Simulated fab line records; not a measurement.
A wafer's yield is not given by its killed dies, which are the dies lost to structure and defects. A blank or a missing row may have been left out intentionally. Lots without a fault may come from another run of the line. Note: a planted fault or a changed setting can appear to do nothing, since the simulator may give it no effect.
Which tool did it? | flow sky130 | 6 lots with 18 wafers sampled at 3 steps, on a route of 708 steps

== WHAT THE GAUGES SHOWED, per wafer ==
SKY_METAL5_RS_MEAS_05: the measuring method here is four-point-probe.
lot  | measured     | on           | METAL5_ALCU_RS (ohm/sq)
L213 | day 45 00:42 | filmMetro-03 | 0.02685 0.02737 0.02723
L215 | day 45 04:14 | filmMetro-03 | 0.027 0.02738 0.02726
L223 | day 47 09:32 | filmMetro-03 | 0.02718 0.02771 0.02732
L226 | day 47 22:53 | filmMetro-02 | 0.02765 0.02716 0.02683
L230 | day 48 22:02 | filmMetro-02 | 0.027 0.02733 0.02745
L233 | day 49 07:51 | filmMetro-01 | 0.02696 0.02716 0.02682

== EACH LOT AND THE TOOL THAT RAN IT (in order: tool; ch and the chambers of the sampled wafers; start) ==
lot  | SKY_DNWELL_STRIP_08                | SKY_METAL5_SPUTTER_01
L213 | plasmaAsher-03 ch 0,1, day 4 04:38 | pvdSputter-01, day 45 00:33
L215 | plasmaAsher-04 ch 0,1, day 4 10:46 | pvdSputter-01, day 45 04:05
L223 | plasmaAsher-01 ch 0,1, day 6 10:07 | pvdSputter-01, day 47 09:23
L226 | plasmaAsher-03 ch 0,1, day 6 21:55 | pvdSputter-02, day 47 22:43
L230 | plasmaAsher-03 ch 0,1, day 8 01:03 | pvdSputter-03, day 48 21:52
L233 | plasmaAsher-04 ch 0,1, day 8 09:18 | pvdSputter-02, day 49 07:40
- SKY_DNWELL_STRIP_08: strips in O2/N2.
- SKY_METAL5_SPUTTER_01: material TiN, target thk 20 nm, time 16.7 s.

== THE ANSWER, worked out from the rows above alone ==
Rule: the usual values come from the lots themselves. Put in order of their means at a reading, lots are off if they are a third of the lots or fewer, leave a main group of 4 or more, and stand apart from it by a gap of 3 or more times the standard deviation of the main group's means; of several such gaps the widest counts. If all means in a main group match to the digits the tables above print for the reading, that group is not used. Also off: a lot with no number at a reading for which 4 or more lots have one. Where the step has rows for the other lots, those lots are counted as sound.
No lot is off at any reading shown: from this, nothing can be told.

== WHAT HAD BEEN PUT IN BY THE SIMULATOR ==
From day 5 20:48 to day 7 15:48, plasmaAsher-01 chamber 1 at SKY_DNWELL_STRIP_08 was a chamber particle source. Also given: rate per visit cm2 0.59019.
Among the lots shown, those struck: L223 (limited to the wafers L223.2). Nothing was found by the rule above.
